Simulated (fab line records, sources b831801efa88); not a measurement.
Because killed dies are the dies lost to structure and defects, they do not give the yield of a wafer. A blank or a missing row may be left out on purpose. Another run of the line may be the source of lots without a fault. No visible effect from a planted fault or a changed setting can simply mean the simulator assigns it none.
Chamber matching ; flow gf180mcu ; rie-diel-03 running GF_V5_ETCH_16: 4 sister chambers
The step etches BARC in N2/H2. 8 wafers are shown with their chamber, then 8 later ones without.

== WAFERS WITH THEIR CHAMBER ==
wafer;chamber;oes-product-au (a.u.);n2-flow-sccm (sccm)
L079.1;0;0.853;100.12
L083.1;1;0.862;100.26
L083.5;2;0.851;99.82
L083.6;1;0.856;100.16
L089.1;3;0.855;100.05
L089.2;0;0.860;100.37
L089.6;3;0.859;100.28
L090.2;2;0.855;100.02

== WAFERS MISSING THEIR CHAMBER ==
wafer;oes-product-au (a.u.);n2-flow-sccm (sccm)
L090.4;0.849;99.95
L090.5;0.859;99.70
L093.1;0.857;100.05
L093.3;0.851;99.88
L093.4;0.860;99.76
L097.2;0.864;100.25
L097.3;0.860;100.00
L097.4;0.859;100.67

== CHAMBER TAKEN BY EACH ==
wafer;from the rows above;in truth
L090.4;can't be placed: 2 or 3 or 0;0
L090.5;can't be placed: 2 or 3 or 1 or 0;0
L093.1;can't be placed: 3 or 1 or 0 or 2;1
L093.3;can't be placed: 2 or 3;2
L093.4;can't be placed: 2 or 3 or 1 or 0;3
L097.2;can't be placed: 1 or 3 or 0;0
L097.3;can't be placed: 3 or 1 or 2 or 0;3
L097.4;can't be placed: 0 or 1 or 3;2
Correctly placed: 0 of 8. Can't be placed from these rows: 8 (the true chamber is among the candidates in 7). 0 placed wrongly.
How it was worked out, from the rows above alone: a wafer's distance from a chamber is the root of the sum, over the readings, of the square of ((its reading less the chamber's mean) divided by the reading's scatter). The wafer belongs to the nearest chamber; if the next one is less than 2 further off, it can't be placed. The mean given for a chamber averages the wafers shown for that chamber. How the scatter is found: for the shown wafers, subtract from each reading the mean of its chamber, square and add these, divide the total by (wafers less chambers), then take the root.
